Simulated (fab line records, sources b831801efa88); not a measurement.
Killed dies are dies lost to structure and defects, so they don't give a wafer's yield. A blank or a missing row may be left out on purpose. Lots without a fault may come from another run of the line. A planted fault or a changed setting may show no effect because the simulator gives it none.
fab line records | flow sky130 | part 1 of 2: steps 1 to 26 of 37
record lots=5 wafers=15 last_day=50
route steps=708 shown LOCAL_INTERCONNECT@400 CONTACT@406 METAL1@434
lots that met no fault: from a run of the same line without faults
start_h: hours from the record's first day to the start of the lot's first wafer shown | wait_h: hours since the lot's step before | " the same as in the row above | L1.1+2: a row that stands for several wafers | - no value, or no start given | * or withheld: withheld | < > ~ a bound
route shown NAME@n: a module of which the file shows steps, and the number in the route of the first | usual: mean/standard deviation of fault-free wafers | same: alike in all rows | chamber/n: place in a boat | sites: the reading at each site | _std_site: their standard deviation | _edge_site: outer sites' mean less inner sites' | radius_mm: how far each site lies from the wafer's centre | mask NAME#n: copy n | behind: the tool/chamber that last shaped the wafer | hold: why the lot was held/for how many hours/how that ended | device: the transistor (n, p or np) that didn't switch | end of line: the same wafers' tests at the end of the route | a step without rows: its recipe alone | killed: dies lost to structure and defects at the first sort, not the wafer's yield | map: a wafer's dies, x killed, . not, _ none there
set.NAME: the setting as run; set.NAME@STEP: as run at that earlier step | model.NAME: the simulator's own value behind a step, which no gauge read
lots at some steps of the route; a table a step, a row a wafer
services: from which hour (start_h, from the record's first day; less than 0 if before it) a tool's chamber was out of use, for how many hours, and why
## steps
# step SKY_LOCAL_INTERCONNECT_ETCH_13
# recipe chemistry=N2/H2 target=BARC ion_energy_ev=200 bias_w=100 pressure_mtorr=30 n2_flow_sccm=100 h2_flow_sccm=200 icp_w=500 stop_on=SiO2 time_s=45.9 target_depth_a=600
# usual bias_w=100.04/0.25 drypump_motor_current_A=5.9/0.51 oes_product_au=0.856/0.0045 throttle_valve_pct=13.224/0.01
# columns lot.wafer tool chamber start_h wait_h bias_w drypump_motor_current_A oes_product_au rf_hours_counter_h throttle_valve_pct
L081.2 rie_metal-02 1 765.63 0.0 100.41 6.3 0.857 12 13.237
L081.4 " 0 " " 99.98 4.7 0.864 - 13.217
L081.5 " 1 " " 99.66 6.3 0.866 - 13.235
L083.1 rie_metal-01 1 782.40 0.0 99.50 6.3 0.862 15 13.225
L083.2 " 0 " " 99.79 5.9 0.851 13 13.226
L083.3 " 0 " " 99.93 5.9 0.850 - 13.237
L084.1 rie_metal-02 0 790.40 0.0 100.03 4.7 0.849 5 13.226
L084.2 " 1 " " 100.53 6.3 0.859 12 13.243
L084.6 " 1 " " 100.21 6.3 0.858 - 13.230
L086.1 rie_metal-02 0 804.88 0.0 100.26 4.7 0.853 5 13.225
L086.4 " 0 " " 100.15 4.8 0.856 - 13.227
L086.5 " 1 " " 100.52 6.3 0.855 - 13.229
L097.3 rie_metal-01 0 883.36 0.0 100.05 5.9 0.853 - 13.227
L097.5 " 1 " " 99.70 6.2 0.853 - 13.217
L097.6 " 0 " " 99.73 5.9 0.851 - 13.223
# step SKY_LOCAL_INTERCONNECT_METAL_ETCH_14
# recipe target_depth_nm=110 stop_on=PSG chemistry=Cl2/BCl3 target=TiN resist_sidewall_deg=88 pressure_mtorr=10 icp_w=900 bias_w=48.5 Cl2_flow_sccm=60 bcl3_flow_sccm=30 time_s=31.4
# usual bias_w=48.51/0.16 drypump_motor_current_A=5.9/0.51 oes_product_au=0.940/0.0091 throttle_valve_pct=21.902/0.01
# columns lot.wafer tool chamber start_h wait_h bias_w drypump_motor_current_A oes_product_au rf_hours_counter_h throttle_valve_pct
L081.2 rie_metal-02 1 765.69 0.0 48.47 6.3 0.960 12 21.900
L081.4 " 0 " " 48.52 4.7 0.954 - 21.892
L081.5 " 1 " " 48.58 6.3 0.958 - 21.902
L083.1 rie_metal-01 1 782.46 0.0 48.63 6.3 0.946 15 21.891
L083.2 " 0 " " 48.77 5.9 0.928 13 21.905
L083.3 " 0 " " 48.79 5.9 0.942 - 21.904
L084.1 rie_metal-02 0 790.46 0.0 48.83 4.8 0.926 5 21.914
L084.2 " 1 " " 48.60 6.3 0.920 12 21.928
L084.6 " 1 " " 48.53 6.3 0.933 - 21.906
L086.1 rie_metal-02 0 804.95 0.0 48.63 4.8 0.946 5 21.902
L086.4 " 0 " " 48.60 4.8 0.942 - 21.894
L086.5 " 1 " " 48.48 6.3 0.937 - 21.898
L097.3 rie_metal-01 0 883.42 0.0 48.41 5.9 0.940 - 21.901
L097.5 " 1 " " 48.50 6.3 0.950 - 21.918
L097.6 " 0 " " 48.37 5.9 0.935 - 21.888
# step SKY_LOCAL_INTERCONNECT_STRIP_15
# recipe chemistry=O2/N2 power_w=1400 pressure_mtorr=1500 platen_temp_c=withheld o2_flow_sccm=3000 n2_flow_sccm=300 overash_fraction=0.5
# usual drypump_motor_current_A=5.5/0.47 oes_product_au=0.427/0.0049 strip_time_to_endpoint_s=4.732/0.023
# columns lot.wafer tool chamber start_h wait_h drypump_motor_current_A oes_product_au rf_hours_counter_h strip_time_to_endpoint_s
L081.2 plasma_asher-02 0 765.74 0.0 4.9 0.432 29 4.759
L081.4 " 0 " " 4.9 0.428 - 4.754
L081.5 " 0 " " 4.9 0.437 - 4.756
L083.1 plasma_asher-02 1 782.52 0.0 5.5 0.433 30 4.731
L083.2 " 0 " " 4.9 0.421 30 4.713
L083.3 " 1 " " 5.5 0.428 - 4.728
L084.1 plasma_asher-04 0 790.52 0.0 5.8 0.425 4 4.735
L084.2 " 1 " " 6.1 0.426 4 4.736
L084.6 " 1 " " 6.1 0.430 - 4.744
L086.1 plasma_asher-02 1 805.00 0.0 5.6 0.431 33 4.747
L086.4 " 0 " " 4.9 0.421 - 4.745
L086.5 " 1 " " 5.6 0.429 - 4.746
L097.3 plasma_asher-03 0 883.48 0.1 6.1 0.425 - 4.716
L097.5 " 1 " " 5.1 0.429 - 4.709
L097.6 " 0 " " 6.1 0.430 - 4.729
# step SKY_LOCAL_INTERCONNECT_STRIP_16
# recipe chemistry=post_etch_residue_remover time_s=1200 temp_c=72.5
# usual bath_guard_temp_C=72.4/0.41
# columns lot.wafer tool chamber start_h wait_h bath_guard_temp_C
L081.2 wet_bench-04 2 765.84 0.1 71.9
L081.4 " 2 " " 72.2
L081.5 " 2 " " 72.4
L083.1 wet_bench-03 0 782.62 0.1 72.3
L083.2 " 0 " " 72.2
L083.3 " 0 " " 72.1
L084.1 wet_bench-01 1 790.62 0.1 73.1
L084.2 " 1 " " 73.1
L084.6 " 1 " " 72.7
L086.1 wet_bench-01 2 805.10 0.1 72.7
L086.4 " 2 " " 72.7
L086.5 " 2 " " 72.9
L097.3 wet_bench-03 3 883.55 0.0 72.0
L097.5 " 3 " " 72.0
L097.6 " 3 " " 72.3
# step SKY_LOCAL_INTERCONNECT_CLEAN_17
# recipe chemistry=IPA time_s=180 temp_c=25
# columns lot.wafer tool chamber start_h wait_h
L081.2+4+5 wet_bench-01 2 766.21 0.0
L083.1+2+3 wet_bench-01 0 782.96 0.0
L084.1+2+6 wet_bench-04 3 791.02 0.0
L086.1+4+5 wet_bench-03 3 805.44 0.0
L097.3+5+6 wet_bench-04 0 883.89 0.0
# step SKY_LOCAL_INTERCONNECT_CLEAN_18
# recipe chemistry=O3/DIW dry=n2_spin
# columns lot.wafer tool chamber start_h wait_h
L081.2+4+5 wet_bench-03 0 766.27 0.0
L083.1+2+3 wet_bench-03 1 783.03 0.0
L084.1+2+6 wet_bench-03 1 791.15 0.0
L086.1+4+5 wet_bench-01 1 805.50 0.0
L097.3+5+6 wet_bench-01 3 883.95 0.0
# step SKY_CONTACT_CVD_00
# recipe material=Si3N4 target_thk_nm=75 temp_c=400 time_s=withheld rf_w=450
# usual heater_power_w=754/110
# columns lot.wafer tool chamber start_h wait_h heater_power_w
L081.2 pecvd-03 2 766.36 0.0 835
L081.4 " 2 " " 831
L081.5 " 0 " " 652
L083.1 pecvd-04 2 783.12 0.0 718
L083.2 " 0 " " 796
L083.3 " 2 " " 736
L084.1 pecvd-04 2 791.24 0.0 746
L084.2 " 0 " " 795
L084.6 " 0 " " 639
L086.1 pecvd-04 1 805.60 0.0 630
L086.4 " 1 " " 633
L086.5 " 2 " " 751
L097.3 pecvd-01 1 884.04 0.0 771
L097.5 " 0 " " 866
L097.6 " 2 " " 704
# step SKY_CONTACT_THK_MEAS_01
# recipe reads=Si3N4_of_CONTACT_CVD_00
# usual CONTACT_CVD_00_THK=75.1/1.1
# columns lot.wafer tool chamber start_h wait_h CONTACT_CVD_00_THK[nm]
L081.2 film_metro-03 - 766.41 - 75.4
L081.4 " - " " 76.2
L081.5 " - " " 76.0
L083.1 film_metro-01 - 783.17 - 75.4
L083.2 " - " " 76.4
L083.3 " - " " 77.3
L084.1 film_metro-02 - 791.29 - 75.4
L084.2 " - " " 75.5
L084.6 " - " " 77.0
L086.1 film_metro-01 - 805.63 - 73.8
L086.4 " - " " 76.0
L086.5 " - " " 74.8
L097.3 film_metro-02 - 884.09 - 74.1
L097.5 " - " " 74.8
L097.6 " - " " 76.9
# step SKY_CONTACT_HDPCVD_02
# recipe material=SiO2 target_thk_nm=565 sigma_open_frac=0.3 time_s=94.2 temp_c=600 sih4_flow_sccm=60 pressure_mtorr=6
# columns lot.wafer tool chamber start_h wait_h
L081.2+4+5 hdpcvd-01 1,0,2 766.46 0.0
L083.1+2+3 hdpcvd-01 1,0,2 783.23 0.1
L084.1+2+6 hdpcvd-01 2,1,2 791.35 0.1
L086.1+4+5 hdpcvd-01 1,1,0 805.69 0.1
L097.3+5+6 hdpcvd-02 0,2,0 884.13 0.0
# step SKY_CONTACT_THK_MEAS_03
# recipe reads=SiO2_of_CONTACT_HDPCVD_02
# usual CONTACT_HDPCVD_THK=564/6.8
# columns lot.wafer tool chamber start_h wait_h CONTACT_HDPCVD_THK[nm]
L081.2 film_metro-01 - 766.54 0.0 563
L081.4 " - " " 568
L081.5 " - " " 568
L083.1 film_metro-02 - 783.30 0.0 567
L083.2 " - " " 562
L083.3 " - " " 570
L084.1 film_metro-03 - 791.42 0.0 568
L084.2 " - " " 563
L084.6 " - " " 569
L086.1 film_metro-02 - 805.76 0.0 572
L086.4 " - " " 563
L086.5 " - " " 559
L097.3 film_metro-01 - 884.22 0.1 567
L097.5 " - " " 557
L097.6 " - " " 560
# step SKY_CONTACT_CMP_04
# recipe material=SiO2 down_force_psi=4 platen_rpm=60 pad_velocity_m_s=0.94248
# usual motor_current_A=12.3/1.1 time_to_endpoint_s=84/4.3
# columns lot.wafer tool chamber start_h wait_h motor_current_A time_to_endpoint_s
L081.4 cmp-02 3 766.69 0.1 12.0 85
L081.2 " 0 " " 12.5 84
L081.5 " 1 " " 11.5 83
L083.3 cmp-01 0 783.36 0.0 14.6 88
L083.2 " 1 " " 13.7 81
L083.1 " 2 " " 11.8 84
L084.1 cmp-02 1 791.48 0.1 11.1 84
L084.2 " 2 " " 11.3 89
L084.6 " 1 " " 11.5 85
L086.4 cmp-02 3 805.82 0.0 12.0 79
L086.1 " 0 " " 12.7 85
L086.5 " 3 " " 12.1 78
L097.3 cmp-02 0 884.31 0.1 12.9 88
L097.6 " 3 " " 11.9 80
L097.5 " 0 " " 13.0 82
# step SKY_CONTACT_BOW_MEAS_05
# recipe mode=bow
# usual CONTACT_BOW=83/6.5
# columns lot.wafer tool chamber start_h wait_h CONTACT_BOW[um]
L081.2 film_metro-03 - 766.91 0.1 93
L081.4 " - " " 77
L081.5 " - " " 90
L083.1 film_metro-01 - 783.66 0.1 93
L083.2 " - " " 76
L083.3 " - " " 85
L084.1 film_metro-02 - 791.78 0.2 81
L084.2 " - " " 84
L084.6 " - " " 82
L086.1 film_metro-03 - 806.12 0.2 78
L086.4 " - " " 86
L086.5 " - " " 82
L097.3 film_metro-03 - 884.60 0.2 85
L097.5 " - " " 90
L097.6 " - " " 89
# step SKY_CONTACT_DEHYDRATE_06
# recipe temp_c=200 time_s=60
# columns lot.wafer tool chamber start_h wait_h
L081.2+4+5 litho_track-04 0 779.60 12.7
L083.1+2+3 litho_track-04 0 796.23 12.6
L084.1+2+6 litho_track-03 0 804.21 12.4
L086.1+4+5 litho_track-01 0 818.30 12.2
L097.3+5+6 litho_track-04 0 896.93 12.3
# step SKY_CONTACT_HMDS_07
# recipe prime_time_s=60 prime_temp_c=120
# columns lot.wafer tool chamber start_h wait_h
L081.2+4+5 litho_track-04 0 779.75 0.1
L083.1+2+3 litho_track-04 0 796.38 0.1
L084.1+2+6 litho_track-03 0 804.36 0.1
L086.1+4+5 litho_track-01 0 818.45 0.1
L097.3+5+6 litho_track-04 0 897.08 0.1
# step SKY_CONTACT_COAT_08
# recipe resist=BARC temp_c=withheld time_s=withheld spin_rpm=3000 resist_thk_nm=60
# columns lot.wafer tool chamber start_h wait_h
L081.2+4+5 litho_track-04 0 779.90 0.1
L083.1+2+3 litho_track-04 0 796.53 0.1
L084.1+2+6 litho_track-03 0 804.51 0.1
L086.1+4+5 litho_track-01 0 818.60 0.1
L097.3+5+6 litho_track-04 0 897.23 0.1
# step SKY_CONTACT_COAT_09
# recipe resist=KrF-thick spin_rpm=3000 resist_thk_nm=450
# columns lot.wafer tool chamber start_h wait_h
L081.2+4+5 litho_track-04 0 - -
L083.1+2+3 litho_track-04 0 - -
L084.1+2+6 litho_track-03 0 - -
L086.1+4+5 litho_track-01 0 - -
L097.3+5+6 litho_track-04 0 - -
# step SKY_CONTACT_SOFTBAKE_10
# recipe temp_c=100 time_s=90 resist=KrF-thick
# columns lot.wafer tool chamber start_h wait_h
L081.2+4+5 litho_track-04 0 - -
L083.1+2+3 litho_track-04 0 - -
L084.1+2+6 litho_track-03 0 - -
L086.1+4+5 litho_track-01 0 - -
L097.3+5+6 litho_track-04 0 - -
# step SKY_CONTACT_EXPOSE_11
# recipe mask_id=CTM1 na=0.8 source_shape=annular sigma_inner=0.55 sigma_outer=0.85 target_cd_nm=170 dose_mj=38
# columns lot.wafer tool chamber start_h wait_h mask
L081.2+4+5 krf_scanner-02 0 - - CTM1#0
L083.1+2+3 krf_scanner-02 0 - - CTM1#0
L084.1+2+6 krf_scanner-01 0 - - CTM1#0
L086.1+4+5 krf_scanner-02 0 - - CTM1#0
L097.3+5+6 krf_scanner-01 0 - - CTM1#0
# step SKY_CONTACT_PEB_12
# recipe peb_temp_c=withheld peb_time_s=withheld resist=KrF-thick
# columns lot.wafer tool chamber start_h wait_h
L081.2+4+5 litho_track-04 0 - -
L083.1+2+3 litho_track-04 0 - -
L084.1+2+6 litho_track-03 0 - -
L086.1+4+5 litho_track-04 0 - -
L097.3+5+6 litho_track-01 0 - -
# step SKY_CONTACT_DEVELOP_13
# recipe develop_time_s=60 resist=KrF-thick dev_temp_c=21
# columns lot.wafer tool chamber start_h wait_h
L081.2+4+5 litho_track-04 0 - -
L083.1+2+3 litho_track-04 0 - -
L084.1+2+6 litho_track-03 0 - -
L086.1+4+5 litho_track-04 0 - -
L097.3+5+6 litho_track-01 0 - -
# step SKY_CONTACT_CD_MEAS_14
# recipe target_cd_nm=170
# usual cd_nm=170.4/1.7
# columns lot.wafer tool chamber start_h wait_h cd_nm
L081.2 cd_sem-01 - 793.45 - 169.8
L081.4 " - " " 170.2
L081.5 " - " " 168.8
L083.1 cd_sem-02 - 810.13 - 168.8
L083.2 " - " " 171.0
L083.3 " - " " 169.1
L084.1 cd_sem-01 - 817.86 - 169.1
L084.2 " - " " 168.4
L084.6 " - " " 168.5
L086.1 cd_sem-02 - 831.78 - 168.9
L086.4 " - " " 168.7
L086.5 " - " " 170.4
L097.3 cd_sem-01 - 910.29 - 169.0
L097.5 " - " " 168.9
L097.6 " - " " 169.9
# step SKY_CONTACT_OVL_MEAS_15
# usual CONTACT_OVL=0/5.5
# columns lot.wafer tool chamber start_h wait_h CONTACT_OVL[nm]
L081.2 overlay-02 - 793.55 0.1 -6
L081.4 " - " " -5
L081.5 " - " " 3
L083.1 overlay-01 - 810.25 0.1 0
L083.2 " - " " -2
L083.3 " - " " -2
L084.1 overlay-02 - 817.98 0.1 4
L084.2 " - " " 1
L084.6 " - " " 3
L086.1 overlay-01 - 831.90 0.1 3
L086.4 " - " " -11
L086.5 " - " " 1
L097.3 overlay-01 - 910.38 0.1 4
L097.5 " - " " 5
L097.6 " - " " -5
# step SKY_CONTACT_ETCH_16
# recipe chemistry=N2/H2 target=BARC ion_energy_ev=200 source_w=500 bias_w=100 pressure_mtorr=30 n2_flow_sccm=100 h2_flow_sccm=200 stop_on=SiO2 time_s=45.9 target_depth_a=600
# usual bias_w=100.00/0.29 drypump_motor_current_A=5.8/0.46 oes_product_au=0.855/0.0044 throttle_valve_pct=13.225/0.0093
# columns lot.wafer tool chamber start_h wait_h bias_w drypump_motor_current_A oes_product_au rf_hours_counter_h throttle_valve_pct
L081.2 rie_diel-01 1 793.58 0.0 100.38 5.6 0.849 6 13.215
L081.4 " 0 " " 99.57 6.2 0.861 27 13.235
L081.5 " 0 " " 99.96 6.2 0.858 - 13.227
L083.1 rie_diel-04 1 810.28 0.0 99.58 5.8 0.853 13 13.225
L083.2 " 3 " " 100.18 6.3 0.854 24 13.215
L083.3 " 0 " " 100.20 5.1 0.852 15 13.214
L084.1 rie_diel-04 3 818.02 0.0 100.51 6.3 0.857 24 13.215
L084.2 " 0 " " 100.17 5.1 0.864 15 13.221
L084.6 " 2 " " 99.42 5.6 0.853 - 13.220
L086.1 rie_diel-04 3 831.93 0.0 99.66 6.3 0.852 24 13.236
L086.4 " 2 " " 100.02 5.6 0.855 4 13.225
L086.5 " 1 " " 100.21 5.8 0.850 - 13.220
L097.3 rie_diel-01 1 910.40 0.0 100.14 5.7 0.852 10 13.234
L097.5 " 3 " " 100.35 5.4 0.865 - 13.230
L097.6 " 2 " " 99.88 5.0 0.859 - 13.218
# step SKY_CONTACT_ETCH_17
# recipe target=SiO2 chemistry=C4F8/O2/Ar stop_on=Si3N4 mask_material=KrF-thick source_w=1500 bias_w=1200 pressure_mtorr=40 c4f8_flow_sccm=withheld O2_flow_sccm=6 Ar_flow_sccm=300 time_s=withheld target_depth_a=3400
# usual bias_w=1201/3.4 oes_product_au=0.884/0.0048
# columns lot.wafer tool chamber start_h wait_h bias_w oes_product_au
L081.2 rie_diel-01 1 793.63 0.0 1198 0.895
L081.4 " 0 " " 1199 0.879
L081.5 " 0 " " 1198 0.890
L083.1 rie_diel-04 1 810.33 0.0 1200 0.884
L083.2 " 3 " " 1195 0.891
L083.3 " 0 " " 1195 0.877
L084.1 rie_diel-04 3 818.06 0.0 1197 0.884
L084.2 " 0 " " 1198 0.888
L084.6 " 2 " " 1190 0.889
L086.1 rie_diel-04 3 831.98 0.0 1202 0.883
L086.4 " 2 " " 1199 0.887
L086.5 " 1 " " 1201 0.880
L097.3 rie_diel-01 1 910.44 0.0 1196 0.882
L097.5 " 3 " " 1200 0.889
L097.6 " 2 " " 1200 0.893
# step SKY_CONTACT_ETCH_18
# recipe target=Si3N4 chemistry=CHF3/O2 stop_on=TiN source_w=600 bias_w=200 pressure_mtorr=40 chf3_flow_sccm=50 O2_flow_sccm=5 time_s=39 target_depth_a=750
# usual bias_w=200.0/0.64 drypump_motor_current_A=5.8/0.46 oes_product_au=0.856/0.0081 throttle_valve_pct=8.792/0.0095
# columns lot.wafer tool chamber start_h wait_h bias_w drypump_motor_current_A oes_product_au rf_hours_counter_h throttle_valve_pct
L081.2 rie_diel-01 1 - - 200.1 5.6 0.858 6 8.798
L081.4 " 0 " " 200.4 6.2 0.860 27 8.806
L081.5 " 0 " " 199.6 6.2 0.863 - 8.801
L083.1 rie_diel-04 1 - - 199.7 5.8 0.863 13 8.788
L083.2 " 3 " " 199.6 6.3 0.864 24 8.794
L083.3 " 0 " " 199.9 5.1 0.860 15 8.814
L084.1 rie_diel-04 3 - - 199.9 6.3 0.865 24 8.794
L084.2 " 0 " " 201.0 5.1 0.861 15 8.784
L084.6 " 2 " " 199.8 5.6 0.867 - 8.795
L086.1 rie_diel-04 3 - - 200.2 6.3 0.853 24 8.796
L086.4 " 2 " " 199.2 5.6 0.864 4 8.795
L086.5 " 1 " " 199.6 5.8 0.849 - 8.791
L097.3 rie_diel-01 1 - - 199.1 5.6 0.850 10 8.800
L097.5 " 3 " " 199.3 5.4 0.849 - 8.798
L097.6 " 2 " " 198.9 5.0 0.864 - 8.789
# step SKY_CONTACT_STRIP_19
# recipe chemistry=O2/N2 power_w=1400 pressure_mtorr=1500 platen_temp_c=withheld o2_flow_sccm=3000 n2_flow_sccm=300 overash_fraction=0.5
# usual drypump_motor_current_A=5.7/0.62 oes_product_au=0.381/0.0051 strip_time_to_endpoint_s=3.63/0.05
# columns lot.wafer tool chamber start_h wait_h drypump_motor_current_A oes_product_au rf_hours_counter_h strip_time_to_endpoint_s
L081.2 plasma_asher-01 0 793.72 - 6.7 0.386 70 3.62
L081.4 " 1 " " 5.5 0.392 - 3.68
L081.5 " 0 " " 6.6 0.384 - 3.68
L083.1 plasma_asher-01 1 810.42 - 5.4 0.370 72 3.55
L083.2 " 0 " " 6.6 0.377 72 3.53
L083.3 " 1 " " 5.5 0.386 - 3.64
L084.1 plasma_asher-01 0 818.15 - 6.7 0.380 72 3.59
L084.2 " 1 " " 5.5 0.380 72 3.69
L084.6 " 1 " " 5.5 0.378 - 3.55
L086.1 plasma_asher-01 1 832.07 - 5.5 0.378 73 3.54
L086.4 " 1 " " 5.5 0.376 - 3.53
L086.5 " 0 " " 6.6 0.372 - 3.55
L097.3 plasma_asher-03 0 910.57 - 6.1 0.383 - 3.69
L097.5 " 0 " " 6.1 0.388 - 3.67
L097.6 " 1 " " 5.1 0.377 - 3.62
